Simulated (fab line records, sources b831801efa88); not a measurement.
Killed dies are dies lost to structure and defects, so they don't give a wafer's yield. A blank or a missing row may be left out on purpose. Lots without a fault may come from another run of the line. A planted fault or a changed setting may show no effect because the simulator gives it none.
A struck lot beside a sound one | flow sky130 | 36 steps out of a route of 708
Sound: wafers L636.2, L636.5, L636.6. Struck: wafers L650.3, L650.4, L650.6. The cause comes at the end.
At each step with rows: each side's tool, then ch and its chambers, then its first start. Under that, the readings that differ: sound wafers | struck wafers | difference of the means | sigmas: that difference in standard deviations of wafers without a fault.
alike: readings whose means differ by less than 2 such deviations, and words and numbers that are the same on both sides. not compared: withheld readings, readings that some wafer has no value for, bounds like >300 that may hide the same value, and numbers for which the record gives no deviation and whose values overlap.
The two part at a step that has a row with sigmas, a row that says differs or no value, or rows on one side only. Numbers that don't overlap but have no deviation are shown without sigmas and don't part them. A reading that every wafer of one side lacks parts them only if that side has two wafers or more.

first, 10 steps without rows for these wafers: SKY_GATE_OXIDE_COAT_05 (resist thk 1140 nm); SKY_GATE_OXIDE_SOFTBAKE_06 (time 60 s); SKY_GATE_OXIDE_EXPOSE_07 (exposes mask LVOM, target cd 600 nm); SKY_GATE_OXIDE_PEB_08; SKY_GATE_OXIDE_DEVELOP_09 (develop time 60 s); SKY_GATE_OXIDE_IMPLANT_11; SKY_GATE_OXIDE_WET_ETCH_12 (etches SiO2 in dHF, target depth 16.8 nm, time 336 s); SKY_GATE_OXIDE_STRIP_13 (strips in O2/N2); SKY_GATE_OXIDE_CLEAN_15 (cleans in SC1/SC2, time 150 s); SKY_GATE_OXIDE_OXIDATION_16 (stabilise 600 s, purge 300 s, target thk 3.57 nm).
SKY_POLY_GATE_CVD_00: deposits poly-Si, target thk 180 nm, time 720 s.
  sound on lpcvd-01 ch 1, day 14 14:04; struck on lpcvd-01 ch 1, day 19 19:34
  reading                                       | sound             | struck            | difference | sigmas
  spike_tc_bottom_C (C)                         | 642.5 645.1 641.5 | 633.6 636.2 635.3 | -8.0       | -7
  spike_tc_centre_C (C)                         | 623.7 621.6 623.4 | 613.0 613.4 613.9 | -9.5       | -9
  spike_tc_lower_C (C)                          | 620.4 621.6 621.3 | 611.3 610.8 614.8 | -8.8       | -7
  spike_tc_upper_C (C)                          | 618.2 619.1 619.6 | 607.7 607.4 610.5 | -10.4      | -9
  model.poly-Si_of_POLY_GATE_CVD_00.thk_nm (nm) | 180 180.5 181.1   | 147.2 146.5 146.3 | -33.9      |
SKY_POLY_GATE_THK_MEAS_01:
  sound on film_metro-02, day 14 15:16; struck on film_metro-03, day 19 20:47
  reading                   | sound             | struck            | difference | sigmas
  POLY_GATE_CVD_00_THK (nm) | 179.9 180.5 181.3 | 147.1 146.5 146.4 | -33.9      | -24
then, 9 steps without rows for these wafers: SKY_RES_PROTECT_DEHYDRATE_00 (time 60 s); SKY_RES_PROTECT_HMDS_01 (prime time 60 s); SKY_RES_PROTECT_COAT_02 (resist thk 1140 nm); SKY_RES_PROTECT_SOFTBAKE_03 (time 60 s); SKY_RES_PROTECT_EXPOSE_04 (exposes mask RPM, target cd 1270 nm); SKY_RES_PROTECT_PEB_05; SKY_RES_PROTECT_DEVELOP_06 (develop time 60 s); SKY_POLY_GATE_IMPLANT_02; SKY_RES_PROTECT_STRIP_07 (strips in O2/N2).
SKY_RES_PROTECT_CLEAN_09: cleans in SC1/SC2, time 150 s.
  sound on wet_bench-02 ch 0, day 15 18:49; struck on wet_bench-03 ch 2, day 21 02:49
  reading                                       | sound             | struck            | difference | sigmas
  model.poly-Si_of_POLY_GATE_CVD_00.thk_nm (nm) | 179.4 179.9 180.5 | 146.6 145.8 145.6 | -33.9      |
then, 11 steps without rows for these wafers: SKY_POLY_GATE_CVD_03 (deposits Si3N4 from DCS/NH3, target thk 75 nm, time 1290 s); SKY_POLY_GATE_DEHYDRATE_05 (time 60 s); SKY_POLY_GATE_HMDS_06 (prime time 60 s); SKY_POLY_GATE_COAT_07 (resist thk 110 nm); SKY_POLY_GATE_COAT_08 (resist thk 450 nm); SKY_POLY_GATE_SOFTBAKE_09 (time 90 s); SKY_POLY_GATE_EXPOSE_10 (exposes mask P1M, target cd 150 nm); SKY_POLY_GATE_PEB_11; SKY_POLY_GATE_DEVELOP_12 (develop time 60 s); SKY_POLY_GATE_ETCH_15 (etches BARC in N2/H2, stops on SiO2, time 118.5 s, target depth 110 nm); SKY_POLY_GATE_ETCH_16 (etches Si3N4 in CH3F/O2, stops on poly-Si, time 147.5 s, target depth 75 nm).
SKY_POLY_GATE_ETCH_17: etches poly-Si in HBr/Cl2, stops on SiO2, target depth 180 nm, time 70.5 s.
  sound on rie_si-01 ch 0,1, day 17 02:21; struck on rie_si-01 ch 1,2,3, day 22 10:39
  reading                               | sound             | struck            | difference | sigmas
  oes_product_au (a.u.)                 | 0.984 0.983 0.995 | 0.862 0.868 0.861 | -0.124     | -16
  model.etch.depth_nm (nm)              | 178.4 178.7 180.5 | 146.6 145.8 145.6 | -33.2      |
  model.POLY_GATE.feature_depth_nm (nm) | 178.4 178.7 180.5 | 146.6 145.8 145.6 | -33.2      |
  alike: HBr_flow_sccm, drypump_motor_current_A, mfc_cl2_sccm, throttle_valve_pct
  not compared: rf_hours_counter_h
then, 1 step without rows for these wafers: SKY_POLY_GATE_STRIP_18 (strips in O2/N2).
-- the record jumps here: 27 days lie between the struck wafers' starts before and after (it left off in module POLY_GATE and takes up again in module PAD_OPEN, whose first step shown is number 708 of the route) --
SKY_PAD_OPEN_PROBE_99:
  sound on prober-02, day 46 07:25; struck on prober-02, day 49 16:11
  reading                             | sound             | struck            | difference | sigmas
  model.etest.res_high_po.line_ohm_um | 759.8 743 730.9   | 923.5 931.3 919.8 | +180.3     |
  model.etest.res_poly.line_ohm_um    | 511.9 520.6 501.8 | 601.8 655.7 641   | +121.4     |
  model.etest.res_high_po.rs_ohm_sq   | 268.1 260.9 259.2 | 323 319.4 325.3   | +60        |
  model.etest.res_poly.rs_ohm_sq      | 49.43 48.13 47.99 | 59.03 60.01 59.75 | +11.08     |
  model.etest.cap_li_to_poly.c_af_um2 | 101 100.9 100.5   | 90.03 91.38 89.77 | -10.41     |
  alike: killed_at_M0_to_M3, killed_at_M4_up, killed_at_contacts, killed_at_front_end, killed_at_other, killed_dies, killed_open, killed_short

WHERE THEY PART
First at SKY_POLY_GATE_CVD_00; last, within this record, at SKY_POLY_GATE_ETCH_17. Later steps at which nothing parts them and some readings are alike: SKY_PAD_OPEN_PROBE_99.

WHY: what the simulator had put in
Process parameter drift: lpcvd-01, from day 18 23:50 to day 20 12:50, at SKY_POLY_GATE_CVD_00. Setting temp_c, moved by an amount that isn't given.
